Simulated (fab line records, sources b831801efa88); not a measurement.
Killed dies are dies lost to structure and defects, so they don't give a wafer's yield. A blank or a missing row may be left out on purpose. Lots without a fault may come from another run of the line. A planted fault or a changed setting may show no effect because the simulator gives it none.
Which tool did it? | flow sky130 | 12 lots, 36 wafers sampled, at 5 steps of a route of 708

WHAT THE GAUGES READ, wafer by wafer
SKY_VT_ADJUST_NCORE_OVL_MEAS_08.
lot  | measured     | on         | VT_ADJUST_NCORE_OVL (nm)
L583 | day 8 16:32  | overlay-02 | -1.5 -1.6 -2.6
L584 | day 8 22:38  | overlay-01 | -0.1 0.3 0.9
L585 | day 9 06:23  | overlay-01 | 0.4 -2.4 -0.1
L586 | day 9 12:48  | overlay-02 | -0.5 -0.5 0.1
L587 | day 9 17:41  | overlay-01 | 2.2 1.6 1.1
L592 | day 11 05:23 | overlay-01 | 1.4 2.9 1.1
L595 | day 12 03:47 | overlay-01 | 1.1 1.4 1.0
L597 | day 12 16:47 | overlay-01 | -0.9 0.6 0.2
L599 | day 13 09:22 | overlay-02 | 2.7 2.4 3.1
L603 | day 14 16:52 | overlay-02 | 0.2 -2.9 -2.7
L604 | day 14 22:41 | overlay-01 | 1.5 0.7 1.6
L606 | day 15 11:28 | overlay-02 | -0.8 -2.0 -0.4

SKY_POLY_GATE_CD_MEAS_13: target cd 150 nm.
lot  | measured     | on        | cd_nm (nm)
L583 | day 16 14:40 | cd_sem-01 | 147.8 148.7 147.9
L584 | day 16 16:10 | cd_sem-02 | 151.1 151.5 151.5
L585 | day 17 06:23 | cd_sem-02 | 149.0 149.1 148.7
L586 | day 17 11:42 | cd_sem-01 | 150.8 150.8 150.6
L587 | day 17 17:59 | cd_sem-02 | 149.5 149.7 150.7
L592 | day 19 20:07 | cd_sem-01 | 150.6 150.0 151.7
L595 | day 21 00:39 | cd_sem-02 | 149.7 150.8 150.1
L597 | day 21 15:48 | cd_sem-02 | 149.0 150.3 149.6
L599 | day 22 12:58 | cd_sem-02 | 154.0 153.7 152.3
L603 | day 23 20:55 | cd_sem-02 | 148.1 148.4 149.4
L604 | day 24 06:26 | cd_sem-02 | 151.6 150.0 151.1
L606 | day 24 22:21 | cd_sem-02 | 149.8 148.4 148.7

SKY_LDD_HVN_TW_MEAS_10.
lot  | measured     | on            | LDD_HVN_TW
L583 | day 20 15:36 | film_metro-03 | 1430 1442 1432
L584 | day 20 16:10 | film_metro-02 | 1429 1428 1429
L585 | day 21 08:43 | film_metro-01 | 1456 1458 1453
L586 | day 21 12:40 | film_metro-03 | 1424 1421 1425
L587 | day 21 19:07 | film_metro-01 | 1465 1458 1460
L592 | day 23 19:58 | film_metro-03 | 1302 1302 1295 1294 1301 1297
L595 | day 24 23:32 | film_metro-01 | 1312 1327 1313 1315 1318 1325
L597 | day 25 13:15 | film_metro-01 | 1454 1458 1459
L599 | day 26 10:36 | film_metro-03 | 1433 1435 1430
L603 | day 27 17:29 | film_metro-01 | 1447 1447 1447
L604 | day 28 01:16 | film_metro-01 | 1473 1460 1464
L606 | day 28 17:24 | film_metro-01 | 1469 1460 1467

WHICH TOOL RAN EACH LOT (tool, then ch and the chambers of the sampled wafers, then the start)
lot  | SKY_POLY_GATE_ETCH_16              | SKY_LDD_HVN_IMPLANT_08
L583 | rie_diel-02 ch 0,1,3, day 16 14:55 | implanter-04 ch 0, day 20 15:21
L584 | rie_diel-03 ch 0,1,3, day 16 16:23 | implanter-01 ch 0, day 20 15:56
L585 | rie_diel-02 ch 0,1,2, day 17 06:36 | implanter-04 ch 0, day 21 08:28
L586 | rie_diel-04 ch 0,1,3, day 17 11:54 | implanter-01 ch 0, day 21 12:27
L587 | rie_diel-04 ch 0,1,2, day 17 18:13 | implanter-02 ch 0, day 21 18:53
L592 | rie_diel-03 ch 2,3, day 19 20:20   | implanter-04 ch 0, day 23 19:44
L595 | rie_diel-02 ch 1,3, day 21 00:53   | implanter-04 ch 0, day 24 23:17
L597 | rie_diel-04 ch 0,2, day 21 16:02   | implanter-02 ch 0, day 25 13:00
L599 | rie_diel-03 ch 0,2,3, day 22 13:13 | implanter-01 ch 0, day 26 10:21
L603 | rie_diel-03 ch 2,3, day 23 21:10   | implanter-02 ch 0, day 27 17:14
L604 | rie_diel-02 ch 1,2,3, day 24 06:39 | implanter-02 ch 0, day 28 01:01
L606 | rie_diel-04 ch 2,3, day 24 22:35   | implanter-02 ch 0, day 28 17:09
- SKY_POLY_GATE_ETCH_16: etches Si3N4 in CH3F/O2, stops on poly-Si, time 147.5 s, target depth 75 nm.
- SKY_LDD_HVN_IMPLANT_08

WHAT THE TOOLS THEMSELVES READ (means of the sampled wafers that have a number; where no wafer has one, the mark that the record gives instead)
SKY_POLY_GATE_ETCH_16.
lot  | tool        | drypump_motor_current_A (A) | oes_product_au (a.u.) | throttle_valve_pct (%)
L583 | rie_diel-02 | 5.7                         | 0.649                 | 10.536
L584 | rie_diel-03 | 5.2                         | 0.640                 | 10.535
L585 | rie_diel-02 | 5.3                         | 0.635                 | 10.532
L586 | rie_diel-04 | 6.0                         | 0.635                 | 10.543
L587 | rie_diel-04 | 5.9                         | 0.644                 | 10.539
L592 | rie_diel-03 | 5.7                         | 0.636                 | 10.530
L595 | rie_diel-02 | 5.9                         | 0.642                 | 10.539
L597 | rie_diel-04 | 5.7                         | 0.642                 | 10.540
L599 | rie_diel-03 | 5.4                         | 0.646                 | 10.537
L603 | rie_diel-03 | 5.6                         | 0.640                 | 10.539
L604 | rie_diel-02 | 5.7                         | 0.643                 | 10.539
L606 | rie_diel-04 | 5.8                         | 0.642                 | 10.533

SKY_LDD_HVN_IMPLANT_08.
lot  | tool         | beam_energy_keV
L583 | implanter-04 | 59.993
L584 | implanter-01 | 60.000
L585 | implanter-04 | 59.996
L586 | implanter-01 | 59.977
L587 | implanter-02 | 59.996
L592 | implanter-04 | 40.885
L595 | implanter-04 | 40.867
L597 | implanter-02 | 59.982
L599 | implanter-01 | 59.993
L603 | implanter-02 | 60.013
L604 | implanter-02 | 59.979
L606 | implanter-02 | 59.978

THE ANSWER, worked out from the rows above alone
Rule: what is usual is taken from the lots themselves. Put in order of their means at a reading, lots are off if they are a third of the lots or fewer, leave a main group of 4 or more, and stand apart from it by a gap of 3 or more times the standard deviation of the main group's means; of several such gaps the widest counts. A main group whose means are all the same, to the digits that the tables above print for the reading, isn't used. A lot without any number at a reading at which 4 lots or more have one is off too. The other lots that the step has rows for count as sound. The gauges are gone through in route order, then the tools' own readings, and for those a lot's mean is taken as printed above. The first step at which some lot is off is used, and at that step the reading that is off furthest; a lot without a number counts as furthest.
Off: L592, L595, at SKY_LDD_HVN_TW_MEAS_10 (LDD_HVN_TW). The main group: mean 1447, standard deviation 15.
A tool fits if, at a process step before that reading, it ran every lot that is off, and no sound lot after the first of them. The gauges at SKY_LDD_HVN_TW_MEAS_10 aren't tried: what is off there is off at SKY_LDD_HVN_IMPLANT_08 too, on other tools, and a gauge's error can't cause that. One fits: implanter-04 at SKY_LDD_HVN_IMPLANT_08. Its last sound lot is L585 (day 21 08:28), its first lot that is off L592 (day 23 19:44): a fault that began between those two fits.
The tool's own readings at SKY_LDD_HVN_IMPLANT_08 bear it out: on the lots that are off they differ by more than 5 times the standard deviation of the sound lots' means. beam_energy_keV reads 40.876 there against 59.991 on the sound lots.

WHAT THE SIMULATOR HAD PUT IN
Process parameter drift: implanter-04, from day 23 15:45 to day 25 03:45, at SKY_LDD_HVN_IMPLANT_08. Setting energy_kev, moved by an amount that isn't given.
Lots struck among those shown: L592, L595. The rule above found the same.
